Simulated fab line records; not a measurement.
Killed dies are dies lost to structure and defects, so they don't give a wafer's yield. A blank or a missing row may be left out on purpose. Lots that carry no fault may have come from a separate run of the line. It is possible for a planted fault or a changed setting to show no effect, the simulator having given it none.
Comparing a struck lot with a sound one    flow gf180mcu    16 out of 602 route steps
Sound: the wafers L125.1, L125.3, L125.5. Struck: wafers L135.1, L135.3, L135.6. Last of all comes the cause.
Each step with rows lists, per side, the tool, then ch with its chambers, then its first start. Under that, the readings that differ: sound wafers    struck wafers    difference of the means    sigmas: that difference in standard deviations of wafers without a fault.
alike: readings with means less than 2 such deviations apart, plus words and numbers identical on both sides. not compared: withheld readings, readings lacking a value on some wafer, bounds such as >300 that could conceal the same value, and numbers that have no deviation in the record and whose values overlap.
The two part at a step that has a row with sigmas, a row that says differs or no value, or rows on one side only. Numbers that don't overlap but have no deviation are shown without sigmas and don't part them. A reading that every wafer of one side lacks parts them only if that side has two wafers or more.

first, 5 steps without rows for these wafers: GF_M5_COAT_02 (resist thk 1000 nm); GF_M5_SOFTBAKE_03 (time 60 s); GF_M5_EXPOSE_04 (exposes mask Metal5, target cd 280 nm); GF_M5_PEB_05 (peb time 90 s); GF_M5_DEVELOP_06 (develop time 60 s).
GF_M5_CD_MEAS_07: the cd target is 280 nm.
  sound on cd sem-01, day 29 20:02; struck on cd sem-02, day 32 03:44
  alike: cd nm
GF_M5_OVL_MEAS_08:
  sound on overlay-01, day 29 20:10; struck on overlay-02, day 32 03:52
  alike: M5_OVL
GF_M5_ETCH_09: etches Si3N4 in CF4/O2, target depth 52 nm, time 11.6 s.
  sound on rie diel-03 ch 0,2,3, day 29 20:12; struck on rie diel-01 ch 0,3, day 32 03:54
  alike: drypump motor current A, oes product au, throttle valve pct
  not compared: rf hours counter h
GF_M5_METAL_ETCH_10: etches the open film in Cl2/BCl3, stops on SiO2, target depth 627.5 nm, time 104.6 s.
  sound on rie metal-02 ch 0, day 29 20:13; struck on rie metal-04 ch 0,1, day 32 03:55
  alike: drypump motor current A, oes product au, throttle valve pct
  not compared: rf hours counter h
GF_M5_STRIP_11: strips in O2/N2.
  sound on plasma asher-04 ch 0,1, day 29 20:20; struck on plasma asher-04 ch 0,1, day 32 04:02
reading                       sound           struck          difference  sigmas
strip time to endpoint s (s)  7.52 7.50 7.50  7.66 7.63 7.60  +0.12       +3
  alike: drypump motor current A, heater power w, oes product au
  not compared: rf hours counter h
then, 2 steps without rows for these wafers: GF_M5_STRIP_12 (strips in post etch residue remover, time 1200 s); GF_M5_CLEAN_13 (cleans in DIW).
GF_V5_CVD_00: deposits SiO2, target thk 300 nm, time 50 s.
  sound on hdpcvd-01 ch 0,1, day 29 20:52; struck on hdpcvd-01 ch 0,1,2, day 32 04:34
reading                              sound              struck             difference  sigmas
sih4 flow sccm (sccm)                59.85 60.12 59.73  51.25 51.32 51.11  -8.67       -46
model.SiO2_of_V5_CVD_00.thk nm (nm)  300.9 298.2 302    259.9 259.9 257.2  -41.4       
GF_V5_THK_MEAS_01:
  sound on film metro-03, day 29 20:55; struck on film metro-03, day 32 04:37
reading             sound        struck       difference  sigmas
V5_CVD_00_THK (nm)  301 298 302  260 260 257  -41         -14
GF_V5_CVD_02: deposits SiO2 from TEOS, target thk 1450 nm, time 163.28 s.
  sound on pecvd-02 ch 1,2, day 29 20:58; struck on pecvd-03 ch 0,1, day 32 04:40
  alike: heater power w
  not compared: since wet clean h
GF_PASSIVATION_PROBE_99:
  the record has rows for the sound wafers here (prober-01, day 32 06:43) and none for the struck ones

## WHERE THEY PART
Last at GF_PASSIVATION_PROBE_99 as far as this record goes, first at GF_M5_STRIP_11.

WHY: what the simulator had put in
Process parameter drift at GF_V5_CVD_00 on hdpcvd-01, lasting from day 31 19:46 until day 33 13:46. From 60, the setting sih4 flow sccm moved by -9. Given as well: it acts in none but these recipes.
